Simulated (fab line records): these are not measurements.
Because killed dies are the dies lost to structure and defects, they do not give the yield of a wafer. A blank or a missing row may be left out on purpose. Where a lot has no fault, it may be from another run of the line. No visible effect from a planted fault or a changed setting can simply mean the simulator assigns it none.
Code-filled problem report in 8D (eight disciplines) form || flow sky130 || the parts of the form that need people (team, actions taken, sign-off) are left out

## 1. THE PROBLEM
run-length-s at SKY_FIELD_ISO_ETCH_17 reads a mean of 85.0 s on 6 wafers of 2 lots; wafers without a fault read 126.0 s with a standard deviation of 0.42. Measured from the usual mean, that is -98 standard deviations.
The step: etches Si in HBr/Cl2/O2, target depth 342 nm, time 97.7 s.
First observed at day 3 23:23: wafer L454.3, on rie-si-02. The record has a number at this step for 36 wafers belonging to 12 lots. The rule behind "out" and "out of limits": a value lying over 4 standard deviations away from the usual mean. The other wafers with a number count as sound.

## 2. WHAT THIS IS AND IS NOT
{"question": "which readings at this step", "is": "run-length-s", "is not": "oes-product-au, throttle-valve-pct"}
{"question": "which lots", "is": "L454, L457", "is not": "L446, L448, L449, L450, L459, L460, L466, L467, L468, L469"}
{"question": "which wafers of those lots", "is": "all that have a number", "is not": "-"}
{"question": "read on which tools", "is": "rie-si-02", "is not": "rie-si-01"}
{"question": "when", "is": "from day 3 23:23", "is not": "up to then (12 sound wafers); but 18 sound wafers of L459, L460, L466, L467, L468, L469 came after"}

## 3. WHAT RULES OUT EACH SUSPECT
Counting: a tool stays on the suspect list if, at a process step up to the reading, it processed all lots that are out and no sound lot following the first of them.
- rie-si-02 at SKY_FIELD_ISO_ETCH_17 (etches Si in HBr/Cl2/O2, target depth 342 nm, time 97.7 s): ruled out as a lasting fault. Following L454 (day 3 23:23), the first lot on it that is out, the sound lots L469 were run on it.
Left after counting: nothing in the record.

## 4. THE CAUSE (what the simulator had put in)
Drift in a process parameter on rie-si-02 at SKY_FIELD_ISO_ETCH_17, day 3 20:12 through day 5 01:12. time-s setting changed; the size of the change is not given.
Counting ruled it out, wrongly.

## 5. THE EFFECT CHAIN, in route order
Each row: a reading whose mean over the struck wafers that have a number lies more than 3 standard deviations from the usual. Readings are gone through only where the record gives a usual standard deviation; hours: the median, over the lots, of the time from a lot's start at the first step in this table giving one to that lot's start at this step; sigmas: the change measured in usual standard deviations.
{"hours": 0, "step": "SKY_FIELD_ISO_ETCH_17", "reading": "run-length-s", "usual": "126.0 s", "on struck wafers": 85.0, "change": -41.0, "sigmas": -98}
Process steps it contains:
- SKY_FIELD_ISO_ETCH_17: etches Si in HBr/Cl2/O2, target depth 342 nm, time 97.7 s.
Later steps that measure or inspect, where all struck wafers having a row at the step show a number for every such reading and not one has moved that far: SKY_SONOS_ONO_THK_MEAS_05, SKY_CONTACT_OVL_MEAS_15.

## 6. WHAT WOULD HAVE CAUGHT IT SOONER
First out-of-limits reading in this record: day 3 23:23, which is 3 hours after fault onset at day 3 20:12.
